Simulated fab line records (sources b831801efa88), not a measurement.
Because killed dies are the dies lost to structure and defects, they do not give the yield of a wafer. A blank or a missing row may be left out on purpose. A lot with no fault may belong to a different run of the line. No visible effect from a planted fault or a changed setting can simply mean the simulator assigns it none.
Comparing a struck lot with a sound one :: flow sky130 :: 14 steps out of a route of 708
Sound: wafers L427.1, L427.2, L427.3. Wafers struck: L435.1, L435.2, L435.4. Last of all comes the cause.
Order at every step that has rows: each side's tool, ch and its chambers, its first start. Under that, the readings that differ: sound wafers :: struck wafers :: difference of the means :: sigmas: that difference in standard deviations of wafers without a fault.
alike: words and numbers the same on both sides, and readings whose means are apart by under 2 such deviations; not compared: readings that were withheld, readings missing a value for some wafer, numbers with overlapping values and no deviation given by the record, and bounds like >300 which may hide the same value.
The two part at a step that has a row with sigmas, a row that says differs or no value, or rows on one side only. Numbers that don't overlap but have no deviation are shown without sigmas and don't part them. Lack of a reading on every wafer of one side parts them only where that side has two or more wafers.

first, 3 steps without rows for these wafers: SKY_VT_ADJUST_HVTR_EXPOSE_04 (exposes mask HVTRM, target cd 380 nm); SKY_VT_ADJUST_HVTR_PEB_05; SKY_VT_ADJUST_HVTR_DEVELOP_06 (develop time 60 s).
SKY_VT_ADJUST_HVTR_CD_MEAS_07: target cd 380 nm.
  sound on cd-sem-02 at day 10 17:44; struck on cd-sem-02 at day 13 14:23
  alike: cd-nm
SKY_VT_ADJUST_HVTR_OVL_MEAS_08:
  sound on overlay-02 at day 10 17:52; struck on overlay-02 at day 13 14:30
  alike: VT_ADJUST_HVTR_OVL
after that, 1 step had no rows for these wafers: SKY_VT_ADJUST_HVTR_IMPLANT_09.
SKY_VT_ADJUST_HVTR_STRIP_10: strips in O2/N2.
  sound on plasma-asher-03 ch 0,1, day 10 18:02; struck on plasma-asher-04 ch 0,1, day 13 14:41
reading: strip-time-to-endpoint-s (s)
sound: 14.06 14.07 14.08
struck: 14.25 14.19 14.21
difference: +0.15
sigmas: +4
  alike: drypump-motor-current-A, oes-product-au
  not compared: rf-hours-counter-h
SKY_VT_ADJUST_HVTR_TW_MEAS_11:
  sound on film-metro-04 at day 10 18:08; struck on film-metro-03 at day 13 14:47
  alike: VT_ADJUST_HVTR_TW
then, 4 steps without rows for these wafers: SKY_VT_ADJUST_PCH_DEHYDRATE_00 (time 60 s); SKY_VT_ADJUST_PCH_HMDS_01 (prime time 60 s); SKY_VT_ADJUST_PCH_COAT_02 (resist thk 3000 nm); SKY_VT_ADJUST_PCH_SOFTBAKE_03.
SKY_VT_ADJUST_PCH_EXPOSE_04: exposes mask NWM, target cd 840 nm.
  sound on iline-stepper-01 ch 0, day 11 05:49; struck on iline-stepper-01, day 14 03:50
  no value came back on the struck wafers for exposure-dose-mJ-cm2, focus-offset-nm (nm); on the sound wafers exposure-dose-mJ-cm2 reads 254.66 254.78 254.42
  alike: mask
after that, 1 step had no rows for these wafers: SKY_VT_ADJUST_PCH_PEB_05.

WHERE THEY PART
Last at SKY_VT_ADJUST_PCH_EXPOSE_04 as far as this record goes, first at SKY_VT_ADJUST_HVTR_STRIP_10.

WHY: what the simulator had put in
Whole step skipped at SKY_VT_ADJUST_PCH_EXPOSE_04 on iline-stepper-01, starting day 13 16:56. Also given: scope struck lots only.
